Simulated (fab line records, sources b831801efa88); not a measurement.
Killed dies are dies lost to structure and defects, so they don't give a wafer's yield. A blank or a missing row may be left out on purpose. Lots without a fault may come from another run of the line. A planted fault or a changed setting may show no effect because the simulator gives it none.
Problem report in the 8D (eight disciplines) form, filled by code | flow gf180mcu | the parts of the form that need people (team, actions taken, sign-off) are left out

1. THE PROBLEM
cathode_dc_power_W at GF_M4_SPUTTER_01 reads a mean of 6794.6 W on 6 wafers of 2 lots; wafers without a fault read 6500.2 W with a standard deviation of 1.3. That is +99 or more standard deviations from the usual mean.
The step: material TiN, target thk 30 nm, time 25 s.
First seen on wafer L273.1, day 25 14:31, on pvd_sputter-01. The record holds 39 wafers of 13 lots with a number at this step. Rule for "out", or "out of limits": more than 4 standard deviations from the usual mean. The other wafers with a number count as sound.

2. WHAT IT IS AND WHAT IT IS NOT
question                    | is                     | is not
which readings at this step | cathode_dc_power_W     | throttle_valve_pct
which lots                  | L273, L274             | L266, L267, L269, L270, L275, L281, L282, L283, L284, L285, L286
which wafers of those lots  | all that have a number | -
read on which tools         | pvd_sputter-01         | pvd_sputter-02, pvd_sputter-03
when                        | from day 25 14:31      | up to then (12 sound wafers); but 21 sound wafers of L275, L281, L282, L283, L284, L285, L286 came after

3. SUSPECTS, AND WHAT RULES EACH OUT
Counting: a tool at a process step up to the reading stays a suspect if it ran every lot that is out and no sound lot after the first of them.
- plasma_asher-01 at GF_V3_STRIP_18 (strips in O2/N2): ruled out as a lasting fault. Sound lots L275, L281, L283, L284 ran on it after its first lot that is out, L273 (day 25 13:10).
- pvd_sputter-02 at GF_V3_SPUTTER_21 (material Ti, target thk 15 nm, time 80.02 s): ruled out as a lasting fault. Sound lots L281, L284, L285, L286 ran on it after its first lot that is out, L273 (day 25 13:43).
- pvd_sputter-01 at GF_M4_SPUTTER_01 (material TiN, target thk 30 nm, time 25 s): ruled out as a lasting fault. Sound lots L285, L286 ran on it after its first lot that is out, L273 (day 25 14:31).
Left after counting: nothing in the record.

4. THE CAUSE (what the simulator had put in)
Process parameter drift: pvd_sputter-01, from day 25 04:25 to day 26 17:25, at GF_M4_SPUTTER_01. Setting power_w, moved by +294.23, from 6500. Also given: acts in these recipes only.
Counting ruled it out, wrongly.

5. THE CHAIN OF EFFECTS, in route order
Each row: a reading whose mean over the struck wafers that have a number lies more than 3 standard deviations from the usual. Only readings for which the record gives a usual standard deviation are gone through. hours: the time from each lot's start at the first step in this table that gives one to its start at this step, as a median over the lots. sigmas: the change in usual standard deviations.
hours | step             | reading            | usual    | on struck wafers | change | sigmas
0     | GF_M4_SPUTTER_01 | cathode_dc_power_W | 6500.2 W | 6794.6           | +294.4 | +99 or more
The process steps in it:
- GF_M4_SPUTTER_01: material TiN, target thk 30 nm, time 25 s.
Later measuring or inspecting steps at which every struck wafer that the step has a row for has a number for every such reading, and none has moved that far: GF_M4_THK_MEAS_06.

6. WHAT WOULD HAVE CAUGHT IT SOONER
In this record the first reading out of limits was taken at day 25 14:31, 10 hours after the fault began at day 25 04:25.
